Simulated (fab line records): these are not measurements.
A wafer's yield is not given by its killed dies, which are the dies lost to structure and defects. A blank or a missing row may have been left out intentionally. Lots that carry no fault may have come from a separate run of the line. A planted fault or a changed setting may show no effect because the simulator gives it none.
Which of the tools did it? || flow gf180mcu || 18 wafers from 6 lots sampled at 3 of the route's 602 steps

## WHAT EACH GAUGE READ, for each wafer
GF_HV_LDD_TW_MEAS_50.
{"lot": "L770", "measured": "day 13 15:00", "on": "film metro-01", "HV_LDD_4_TW": "565 566 566"}
{"lot": "L779", "measured": "day 16 19:56", "on": "film metro-04", "HV_LDD_4_TW": "30 30 30"}
{"lot": "L781", "measured": "day 17 10:56", "on": "film metro-01", "HV_LDD_4_TW": "30 30 30"}
{"lot": "L784", "measured": "day 18 10:03", "on": "film metro-01", "HV_LDD_4_TW": "562 557 559"}
{"lot": "L786", "measured": "day 19 03:31", "on": "film metro-01", "HV_LDD_4_TW": "559 563 561"}
{"lot": "L789", "measured": "day 20 04:28", "on": "film metro-02", "HV_LDD_4_TW": "564 562 565"}

## WHAT TOOL EACH LOT RAN ON (gives the tool, then ch and the chambers of the sampled wafers, and finally the start)
{"lot": "L770", "GF_HV_LDD_STRIP_37": "plasma asher-04 ch 0,1, day 12 18:30", "GF_HV_LDD_STRIP_49": "plasma asher-02 ch 0,1, day 13 14:54"}
{"lot": "L779", "GF_HV_LDD_STRIP_37": "plasma asher-04 ch 0,1, day 15 20:56", "GF_HV_LDD_STRIP_49": "plasma asher-03 ch 0,1, day 16 19:50"}
{"lot": "L781", "GF_HV_LDD_STRIP_37": "plasma asher-03 ch 0,1, day 16 11:56", "GF_HV_LDD_STRIP_49": "plasma asher-02 ch 0,1, day 17 10:50"}
{"lot": "L784", "GF_HV_LDD_STRIP_37": "plasma asher-03 ch 0,1, day 17 11:06", "GF_HV_LDD_STRIP_49": "plasma asher-03 ch 0,1, day 18 09:56"}
{"lot": "L786", "GF_HV_LDD_STRIP_37": "plasma asher-03 ch 0,1, day 18 03:11", "GF_HV_LDD_STRIP_49": "plasma asher-02 ch 0,1, day 19 03:26"}
{"lot": "L789", "GF_HV_LDD_STRIP_37": "plasma asher-04 ch 0,1, day 19 03:39", "GF_HV_LDD_STRIP_49": "plasma asher-04 ch 0,1, day 20 04:21"}
- GF_HV_LDD_STRIP_37: strips in O2/N2.
- GF_HV_LDD_STRIP_49: strips in O2/N2.

## THE ANSWER, worked out from the rows above alone
Rule: what is usual is taken from the lots themselves. The widest of any qualifying gaps counts: lots, ordered by their means at a reading, are off when they make up no more than a third of the lots, leave a main group of 4 or more, and stand apart from it by 3 or more times the standard deviation of that group's means. If all means in a main group match to the digits the tables above print for the reading, that group is not used. Also off: a lot with no number at a reading for which 4 or more lots have one. Any other lot the step has rows for is counted as sound.
Off: L779, L781, at GF_HV_LDD_TW_MEAS_50 (HV_LDD_4_TW). Mean 562 and standard deviation 2.4 in the main group.
If a tool, at a process step before that reading, ran all the lots that are off and no sound lot after the first of them, it fits. The gauges at GF_HV_LDD_TW_MEAS_50 are tried like those tools. No candidate that was tried fits.

## WHAT THE SIMULATOR HAD INSERTED
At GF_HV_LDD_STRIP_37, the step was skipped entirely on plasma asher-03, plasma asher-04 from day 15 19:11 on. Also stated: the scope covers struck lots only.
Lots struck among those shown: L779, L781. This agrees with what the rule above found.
